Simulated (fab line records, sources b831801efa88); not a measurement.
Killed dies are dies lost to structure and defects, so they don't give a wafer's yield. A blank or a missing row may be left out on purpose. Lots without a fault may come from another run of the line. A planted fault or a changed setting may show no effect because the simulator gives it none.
Which tool did it? | flow gf180mcu | 12 lots, 36 wafers sampled, at 2 steps of a route of 602

WHAT THE GAUGES READ, wafer by wafer
GF_V3_OVL_MEAS_15.
lot  | measured     | on         | V3_OVL (nm)
L075 | day 23 00:07 | overlay-01 | 1 -2 8
L077 | day 23 15:39 | overlay-01 | 0 -3 0
L079 | day 24 09:23 | overlay-02 | -1 -4 2
L081 | day 25 05:14 | overlay-01 | 2 1 4
L083 | day 25 15:57 | overlay-01 | -4 -3 -11
L085 | day 26 07:43 | overlay-01 | 6 6 0
L087 | day 27 03:59 | overlay-02 | -5 -8 -7
L089 | day 27 10:35 | overlay-02 | -1 0 9
L091 | day 28 03:09 | overlay-02 | 7 2 5
L093 | day 28 23:08 | overlay-01 | 3 0 3
L095 | day 29 04:14 | overlay-02 | 0 -3 0
L097 | day 29 23:35 | overlay-01 | -2 -4 0

WHICH TOOL RAN EACH LOT (tool, then ch and the chambers of the sampled wafers, then the start)
lot  | GF_V2_ETCH_17
L075 | rie_diel-01 ch 2,3, day 23 00:07 or earlier
L077 | rie_diel-01 ch 2,3, day 23 15:39 or earlier
L079 | rie_diel-04 ch 0,1,3, day 24 09:23 or earlier
L081 | rie_diel-01 ch 0,3, day 25 05:14 or earlier
L083 | rie_diel-04 ch 0,1,3, day 25 15:57 or earlier
L085 | rie_diel-01 ch 0,1, day 26 07:43 or earlier
L087 | rie_diel-04 ch 1,2, day 27 03:59 or earlier
L089 | rie_diel-01 ch 0,1, day 27 10:35 or earlier
L091 | rie_diel-01 ch 0,1,3, day 28 03:09 or earlier
L093 | rie_diel-04 ch 1,2, day 28 23:08 or earlier
L095 | rie_diel-04 ch 0,2,3, day 29 04:14 or earlier
L097 | rie_diel-04 ch 0,2,3, day 29 23:35 or earlier
- GF_V2_ETCH_17: etches SiO2 in C4F8/O2/Ar, stops on TiN, target depth 630 nm.

THE ANSWER, worked out from the rows above alone
Rule: what is usual is taken from the lots themselves. Put in order of their means at a reading, lots are off if they are a third of the lots or fewer, leave a main group of 4 or more, and stand apart from it by a gap of 3 or more times the standard deviation of the main group's means; of several such gaps the widest counts. A main group whose means are all the same, to the digits that the tables above print for the reading, isn't used. A lot without any number at a reading at which 4 lots or more have one is off too. The other lots that the step has rows for count as sound.
No lot is off at any reading shown: from this, nothing can be told.

WHAT THE SIMULATOR HAD PUT IN
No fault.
